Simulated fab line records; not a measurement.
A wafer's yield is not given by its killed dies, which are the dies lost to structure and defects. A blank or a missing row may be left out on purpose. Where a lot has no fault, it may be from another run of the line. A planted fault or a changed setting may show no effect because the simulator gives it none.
fab line records || flow sky130
[record] {"lots": 5, "wafers": 15, "lastDay": 50}
route steps=708 shown LDD_N@241 PAD_OPEN@708
lots untouched by any fault: they come from a run of this same line in which no faults occurred
startH: start of the lot's first displayed wafer, in hours after the record's first day || waitH: hours elapsed since this lot's preceding step || " unchanged from the row above || L1.1+2: a row that stands for several wafers || - no value present, or no start provided || * or withheld: withheld || < > ~ a bound
route shown NAME@n: NAME is a module with steps in the file, n the number in the route of the first one || usual: mean/standard deviation taken from wafers without a fault || same: alike in all rows || chamber/n: place in a boat || sites: readings site by site || _std_site: their standard deviation || _edge_site: mean of outer sites minus mean of inner sites || radiusMm: for every site, how far away it sits from the centre of the wafer || mask NAME#n: copy n || behind: the tool/chamber that last shaped the wafer || hold: cause of the lot's hold/its duration in hours/its outcome || device: which transistor (n, p or np) failed to switch || end of line: tests of these same wafers at the route's end || step lacking rows: just its recipe || killed: not the wafer's yield, but the dies lost to structure and defects at the first sort || map: per-die view of a wafer (x killed, . not killed, _ where there is no die)
set.NAME: the run value of the setting; set.NAME@STEP: its run value at that earlier step || model.NAME: the simulator's own value behind a step, which no gauge read
certain route steps with their lots: each step a table, each wafer a row
services: from which hour (startH, from the record's first day; less than 0 if before it) a tool's chamber was out of use, for how many hours, and why
[[steps]]
[step SKY_LDD_N_EXPOSE_04]
[recipe] {"maskId": "NTM", "targetCdNm": 840, "na": 0.6, "sourceShape": "conventional", "sigmaOuter": 0.6, "doseMj": 110}
[step SKY_LDD_N_PEB_05]
[recipe] {"tempC": "withheld", "timeS": "*", "resist": "NOVOLAK"}
[step SKY_LDD_N_DEVELOP_06]
[recipe] {"developTimeS": 60, "devTempC": 23}
[step SKY_LDD_N_OVL_MEAS_07]
[usual] {"LDD_N_OVL": "-1.0/1.2"}
{"lot.wafer": "L293.1", "tool": "overlay-01", "chamber": "-", "startH": 470.73, "waitH": 0.1, "LDD_N_OVL[nm]": 0.0}
{"lot.wafer": "L293.3", "tool": "overlay-01", "chamber": "-", "startH": 470.73, "waitH": 0.1, "LDD_N_OVL[nm]": -1.8}
{"lot.wafer": "L293.6", "tool": "overlay-01", "chamber": "-", "startH": 470.73, "waitH": 0.1, "LDD_N_OVL[nm]": -2.2}
{"lot.wafer": "L299.1", "tool": "overlay-01", "chamber": "-", "startH": 520.82, "waitH": 0.1, "LDD_N_OVL[nm]": -2.0}
{"lot.wafer": "L299.2", "tool": "overlay-01", "chamber": "-", "startH": 520.82, "waitH": 0.1, "LDD_N_OVL[nm]": -3.6}
{"lot.wafer": "L299.6", "tool": "overlay-01", "chamber": "-", "startH": 520.82, "waitH": 0.1, "LDD_N_OVL[nm]": -0.8}
{"lot.wafer": "L302.1", "tool": "overlay-01", "chamber": "-", "startH": 550.52, "waitH": 0.1, "LDD_N_OVL[nm]": -0.5}
{"lot.wafer": "L302.2", "tool": "overlay-01", "chamber": "-", "startH": 550.52, "waitH": 0.1, "LDD_N_OVL[nm]": 0.1}
{"lot.wafer": "L302.5", "tool": "overlay-01", "chamber": "-", "startH": 550.52, "waitH": 0.1, "LDD_N_OVL[nm]": -1.4}
{"lot.wafer": "L303.1", "tool": "overlay-01", "chamber": "-", "startH": 556.97, "waitH": 0.1, "LDD_N_OVL[nm]": -2.0}
{"lot.wafer": "L303.5", "tool": "overlay-01", "chamber": "-", "startH": 556.97, "waitH": 0.1, "LDD_N_OVL[nm]": 0.1}
{"lot.wafer": "L303.6", "tool": "overlay-01", "chamber": "-", "startH": 556.97, "waitH": 0.1, "LDD_N_OVL[nm]": 0.8}
{"lot.wafer": "L307.3", "tool": "overlay-01", "chamber": "-", "startH": 589.85, "waitH": 0.1, "LDD_N_OVL[nm]": 0.5}
{"lot.wafer": "L307.5", "tool": "overlay-01", "chamber": "-", "startH": 589.85, "waitH": 0.1, "LDD_N_OVL[nm]": -2.3}
{"lot.wafer": "L307.6", "tool": "overlay-01", "chamber": "-", "startH": 589.85, "waitH": 0.1, "LDD_N_OVL[nm]": -0.4}
[step SKY_LDD_N_IMPLANT_08]
[recipe] {"species": "As", "energyKev": 20, "doseCm2": 7.5e+13, "tiltDeg": "withheld", "rotationDeg": 23}
[step SKY_LDD_N_IMPLANT_09]
[recipe] {"species": "As", "energyKev": 20, "doseCm2": 7.5e+13, "tiltDeg": "withheld", "rotationDeg": 113}
[step SKY_LDD_N_IMPLANT_10]
[recipe] {"species": "As", "energyKev": 20, "doseCm2": 7.5e+13, "tiltDeg": "withheld", "rotationDeg": 203}
[step SKY_LDD_N_IMPLANT_11]
[recipe] {"species": "As", "energyKev": 20, "doseCm2": 7.5e+13, "tiltDeg": "withheld", "rotationDeg": 293}
[step SKY_LDD_N_IMPLANT_12]
[recipe] {"species": "BF2", "energyKev": 50, "doseCm2": 5e+12, "tiltDeg": 30, "rotationDeg": 0}
[step SKY_LDD_N_IMPLANT_13]
[recipe] {"species": "BF2", "energyKev": 50, "doseCm2": 5e+12, "tiltDeg": 30, "rotationDeg": 90}
[step SKY_LDD_N_IMPLANT_14]
[recipe] {"species": "BF2", "energyKev": 50, "doseCm2": 5e+12, "tiltDeg": 30, "rotationDeg": 180}
[step SKY_LDD_N_IMPLANT_15]
[recipe] {"species": "BF2", "energyKev": 50, "doseCm2": 5e+12, "tiltDeg": 30, "rotationDeg": 270}
[step SKY_LDD_N_STRIP_16]
[recipe] {"chemistry": "O2/N2", "powerW": 1400, "pressureMtorr": 1500, "platenTempC": "withheld", "o2FlowSccm": 3000, "n2FlowSccm": 300, "overashFraction": 0.5}
[usual] {"drypumpMotorCurrentA": "5.57/0.2", "o2FlowSccm": "3001/9", "oesProductAu": "0.408/0.0049", "overashFraction": "0.5/0", "stripTimeToEndpointS": "4.317/0.015"}
{"lot.wafer": "L293.1", "tool": "plasmaAsher-01", "chamber": 1, "startH": 471.96, "waitH": 0.1, "drypumpMotorCurrentA": 5.93, "o2FlowSccm": 3003, "oesProductAu": 0.410, "overashFraction": 0.3, "rfHoursCounterH": 81, "stripTimeToEndpointS": 4.301}
{"lot.wafer": "L293.3", "tool": "plasmaAsher-01", "chamber": 0, "startH": 471.96, "waitH": 0.1, "drypumpMotorCurrentA": 5.46, "o2FlowSccm": 3001, "oesProductAu": 0.406, "overashFraction": 0.5, "rfHoursCounterH": "-", "stripTimeToEndpointS": 4.318}
{"lot.wafer": "L293.6", "tool": "plasmaAsher-01", "chamber": 1, "startH": 471.96, "waitH": 0.1, "drypumpMotorCurrentA": 5.94, "o2FlowSccm": 3000, "oesProductAu": 0.408, "overashFraction": 0.3, "rfHoursCounterH": "-", "stripTimeToEndpointS": 4.319}
{"lot.wafer": "L299.1", "tool": "plasmaAsher-02", "chamber": 1, "startH": 524.54, "waitH": 0.1, "drypumpMotorCurrentA": 5.59, "o2FlowSccm": 2985, "oesProductAu": 0.405, "overashFraction": 0.5, "rfHoursCounterH": 70, "stripTimeToEndpointS": 4.311}
{"lot.wafer": "L299.2", "tool": "plasmaAsher-02", "chamber": 0, "startH": 524.54, "waitH": 0.1, "drypumpMotorCurrentA": 5.34, "o2FlowSccm": 3011, "oesProductAu": 0.407, "overashFraction": 0.5, "rfHoursCounterH": 70, "stripTimeToEndpointS": 4.322}
{"lot.wafer": "L299.6", "tool": "plasmaAsher-02", "chamber": 1, "startH": 524.54, "waitH": 0.1, "drypumpMotorCurrentA": 5.58, "o2FlowSccm": 2998, "oesProductAu": 0.410, "overashFraction": 0.5, "rfHoursCounterH": "-", "stripTimeToEndpointS": 4.334}
{"lot.wafer": "L302.1", "tool": "plasmaAsher-02", "chamber": 0, "startH": 551.75, "waitH": 0.1, "drypumpMotorCurrentA": 5.36, "o2FlowSccm": 3005, "oesProductAu": 0.395, "overashFraction": 0.5, "rfHoursCounterH": 73, "stripTimeToEndpointS": 4.309}
{"lot.wafer": "L302.2", "tool": "plasmaAsher-02", "chamber": 1, "startH": 551.75, "waitH": 0.1, "drypumpMotorCurrentA": 5.59, "o2FlowSccm": 3008, "oesProductAu": 0.417, "overashFraction": 0.5, "rfHoursCounterH": 73, "stripTimeToEndpointS": 4.294}
{"lot.wafer": "L302.5", "tool": "plasmaAsher-02", "chamber": 0, "startH": 551.75, "waitH": 0.1, "drypumpMotorCurrentA": 5.36, "o2FlowSccm": 3005, "oesProductAu": 0.409, "overashFraction": 0.5, "rfHoursCounterH": "-", "stripTimeToEndpointS": 4.296}
{"lot.wafer": "L303.1", "tool": "plasmaAsher-02", "chamber": 1, "startH": 558.21, "waitH": 0.1, "drypumpMotorCurrentA": 5.61, "o2FlowSccm": 3005, "oesProductAu": 0.394, "overashFraction": 0.5, "rfHoursCounterH": 74, "stripTimeToEndpointS": 4.319}
{"lot.wafer": "L303.5", "tool": "plasmaAsher-02", "chamber": 1, "startH": 558.21, "waitH": 0.1, "drypumpMotorCurrentA": 5.61, "o2FlowSccm": 3014, "oesProductAu": 0.414, "overashFraction": 0.5, "rfHoursCounterH": "-", "stripTimeToEndpointS": 4.304}
{"lot.wafer": "L303.6", "tool": "plasmaAsher-02", "chamber": 0, "startH": 558.21, "waitH": 0.1, "drypumpMotorCurrentA": 5.35, "o2FlowSccm": 3003, "oesProductAu": 0.405, "overashFraction": 0.5, "rfHoursCounterH": "-", "stripTimeToEndpointS": 4.331}
{"lot.wafer": "L307.3", "tool": "plasmaAsher-01", "chamber": 1, "startH": 591.11, "waitH": 0.1, "drypumpMotorCurrentA": 5.98, "o2FlowSccm": 3007, "oesProductAu": 0.403, "overashFraction": 0.5, "rfHoursCounterH": "-", "stripTimeToEndpointS": 4.334}
{"lot.wafer": "L307.5", "tool": "plasmaAsher-01", "chamber": 0, "startH": 591.11, "waitH": 0.1, "drypumpMotorCurrentA": 5.46, "o2FlowSccm": 2983, "oesProductAu": 0.411, "overashFraction": 0.5, "rfHoursCounterH": "-", "stripTimeToEndpointS": 4.308}
{"lot.wafer": "L307.6", "tool": "plasmaAsher-01", "chamber": 1, "startH": 591.11, "waitH": 0.1, "drypumpMotorCurrentA": 5.99, "o2FlowSccm": 3004, "oesProductAu": 0.411, "overashFraction": 0.5, "rfHoursCounterH": "-", "stripTimeToEndpointS": 4.307}
[step SKY_LDD_N_TW_MEAS_17]
[usual] {"LDD_N_TW": "2588/25"}
{"lot.wafer": "L293.1", "tool": "filmMetro-02", "chamber": "-", "startH": 472.06, "waitH": 0.1, "LDD_N_TW": 2534}
{"lot.wafer": "L293.3", "tool": "filmMetro-02", "chamber": "-", "startH": 472.06, "waitH": 0.1, "LDD_N_TW": 2554}
{"lot.wafer": "L293.6", "tool": "filmMetro-02", "chamber": "-", "startH": 472.06, "waitH": 0.1, "LDD_N_TW": 2566}
{"lot.wafer": "L299.1", "tool": "filmMetro-01", "chamber": "-", "startH": 524.64, "waitH": 0.1, "LDD_N_TW": 2622}
{"lot.wafer": "L299.2", "tool": "filmMetro-01", "chamber": "-", "startH": 524.64, "waitH": 0.1, "LDD_N_TW": 2636}
{"lot.wafer": "L299.6", "tool": "filmMetro-01", "chamber": "-", "startH": 524.64, "waitH": 0.1, "LDD_N_TW": 2624}
{"lot.wafer": "L302.1", "tool": "filmMetro-02", "chamber": "-", "startH": 551.85, "waitH": 0.1, "LDD_N_TW": 2563}
{"lot.wafer": "L302.2", "tool": "filmMetro-02", "chamber": "-", "startH": 551.85, "waitH": 0.1, "LDD_N_TW": 2573}
{"lot.wafer": "L302.5", "tool": "filmMetro-02", "chamber": "-", "startH": 551.85, "waitH": 0.1, "LDD_N_TW": 2584}
{"lot.wafer": "L303.1", "tool": "filmMetro-03", "chamber": "-", "startH": 558.31, "waitH": 0.1, "LDD_N_TW": 2578}
{"lot.wafer": "L303.5", "tool": "filmMetro-03", "chamber": "-", "startH": 558.31, "waitH": 0.1, "LDD_N_TW": 2581}
{"lot.wafer": "L303.6", "tool": "filmMetro-03", "chamber": "-", "startH": 558.31, "waitH": 0.1, "LDD_N_TW": 2586}
{"lot.wafer": "L307.3", "tool": "filmMetro-02", "chamber": "-", "startH": 591.20, "waitH": 0.1, "LDD_N_TW": 2548}
{"lot.wafer": "L307.5", "tool": "filmMetro-02", "chamber": "-", "startH": 591.20, "waitH": 0.1, "LDD_N_TW": 2560}
{"lot.wafer": "L307.6", "tool": "filmMetro-02", "chamber": "-", "startH": 591.20, "waitH": 0.1, "LDD_N_TW": 2564}
[step SKY_PAD_OPEN_PROBE_99]
[usual] {"killed_at_M0_to_M3": "43/6.5", "killed_at_M4_up": "3.2/1.8", "killedAtContacts": "26/5.2", "killedAtFrontEnd": "16/4.8", "killedAtOther": "0.3/0.6", "killedDies": "89/9.6", "killedOpen": "48/7.1", "killedShort": "40/6.4"}
[same] {"grossDies": 492, "killedAtBackSide": 0}
{"lot.wafer": "L299.1", "tool": "prober-01", "chamber": "-", "startH": 1154.06, "waitH": 0.1, "killed_at_M0_to_M3": 33, "killed_at_M4_up": 4, "killedAtContacts": 26, "killedAtFrontEnd": 16, "killedAtOther": 2, "killedDies": 81, "killedOpen": 45, "killedShort": 35}
{"lot.wafer": "L299.2", "tool": "prober-01", "chamber": "-", "startH": 1154.11, "waitH": 0.1, "killed_at_M0_to_M3": 28, "killed_at_M4_up": 5, "killedAtContacts": 33, "killedAtFrontEnd": 12, "killedAtOther": 0, "killedDies": 78, "killedOpen": 39, "killedShort": 36}
{"lot.wafer": "L299.6", "tool": "prober-01", "chamber": "-", "startH": 1154.31, "waitH": 0.2, "killed_at_M0_to_M3": 45, "killed_at_M4_up": 5, "killedAtContacts": 31, "killedAtFrontEnd": 11, "killedAtOther": 0, "killedDies": 92, "killedOpen": 52, "killedShort": 40}
{"lot.wafer": "L303.1", "tool": "prober-01", "chamber": "-", "startH": 1174.75, "waitH": 0.1, "killed_at_M0_to_M3": 43, "killed_at_M4_up": 0, "killedAtContacts": 27, "killedAtFrontEnd": 8, "killedAtOther": 1, "killedDies": 79, "killedOpen": 36, "killedShort": 42}
{"lot.wafer": "L303.5", "tool": "prober-01", "chamber": "-", "startH": 1174.95, "waitH": 0.2, "killed_at_M0_to_M3": 41, "killed_at_M4_up": 2, "killedAtContacts": 27, "killedAtFrontEnd": 17, "killedAtOther": 0, "killedDies": 87, "killedOpen": 48, "killedShort": 39}
{"lot.wafer": "L303.6", "tool": "prober-01", "chamber": "-", "startH": 1175.00, "waitH": 0.2, "killed_at_M0_to_M3": 36, "killed_at_M4_up": 3, "killedAtContacts": 37, "killedAtFrontEnd": 15, "killedAtOther": 0, "killedDies": 91, "killedOpen": 42, "killedShort": 49}
// killed by level:class
L299.1 LI_CONTACT:geometricParticle:open=13 VIA1:geometricParticle:open=7 CONTACT:geometricParticle:open=6 POLY_GATE:geometricParticle:open=5 VIA1:geometricParticle:short=5 VIA3:geometricParticle:open=4 METAL1:geometricParticle:short=4 FIELD_ISO:geometricParticle:short=3
L299.2 LI_CONTACT:geometricParticle:open=12 CONTACT:geometricParticle:short=9 CONTACT:geometricParticle:open=7 VIA3:geometricParticle:short=6 FIELD_ISO:geometricParticle:open=4 VIA1:geometricParticle:open=4 VIA1:geometricParticle:short=4 METAL2:geometricParticle:short=4
L299.6 VIA1:geometricParticle:open=17 CONTACT:geometricParticle:open=10 LI_CONTACT:geometricParticle:open=7 VIA2:geometricParticle:open=6 LI_CONTACT:geometricParticle:short=5 CONTACT:geometricParticle:short=5 METAL1:geometricParticle:short=4 VIA2:geometricParticle:short=4
L303.1 CONTACT:geometricParticle:open=9 LI_CONTACT:geometricParticle:open=7 VIA1:geometricParticle:short=7 METAL2:geometricParticle:short=6 CONTACT:geometricParticle:short=5 METAL1:geometricParticle:short=5 METAL3:geometricParticle:short=5 VIA3:geometricParticle:open=5
L303.5 VIA1:geometricParticle:open=14 CONTACT:geometricParticle:open=9 LI_CONTACT:geometricParticle:open=9 POLY_GATE:geometricParticle:short=8 METAL1:geometricParticle:short=8 METAL2:geometricParticle:short=5 LOCAL_INTERCONNECT:geometricParticle:short=5 POLY_CUT:geometricParticle:short=4
L303.6 VIA1:geometricParticle:open=10 LI_CONTACT:geometricParticle:open=9 CONTACT:geometricParticle:open=8 POLY_GATE:geometricParticle:short=7 LI_CONTACT:geometricParticle:short=6 CONTACT:geometricParticle:short=6 FIELD_ISO:geometricParticle:open=5 LOCAL_INTERCONNECT:geometricParticle:short=5
[[services]]
{"tool": "plasmaAsher-02", "chamber": "-", "startH": 461.16, "hours": 4.0, "kind": "repair"}
{"tool": "plasmaAsher-01", "chamber": "-", "startH": 495.65, "hours": 0.6, "kind": "repair"}
{"tool": "plasmaAsher-01", "chamber": "-", "startH": 501.15, "hours": 10.0, "kind": "pm"}
[[key]]
[firstSign] {"step": "SKY_LDD_N_STRIP_16", "reading": "overashFraction", "direction": "down", "sigmas": "99+", "usual": 0.5, "struck": 0.3}
effect none on later readings
metAt SKY_LDD_N_STRIP_16
struckWafers L293.1,L293.6
testerLeftOut L293
[fault] {"kind": "processParameterDrift", "tool": "plasmaAsher-01", "chamber": 1, "onsetH": 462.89, "steps": "SKY_LDD_N_STRIP_16", "channel": "overashFraction", "offset": -0.2, "shape": "step", "endH": 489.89, "actsIn": "theseRecipesOnly", "stated": 0.5}
// testerLeftOut: of these lots the tester's yield and bins aren't shown, on N5 and GAA mostly nor the transistor test; their killed dies are dies lost to structure and defects alone, not to doping, threshold or leakage, so they don't give the yield
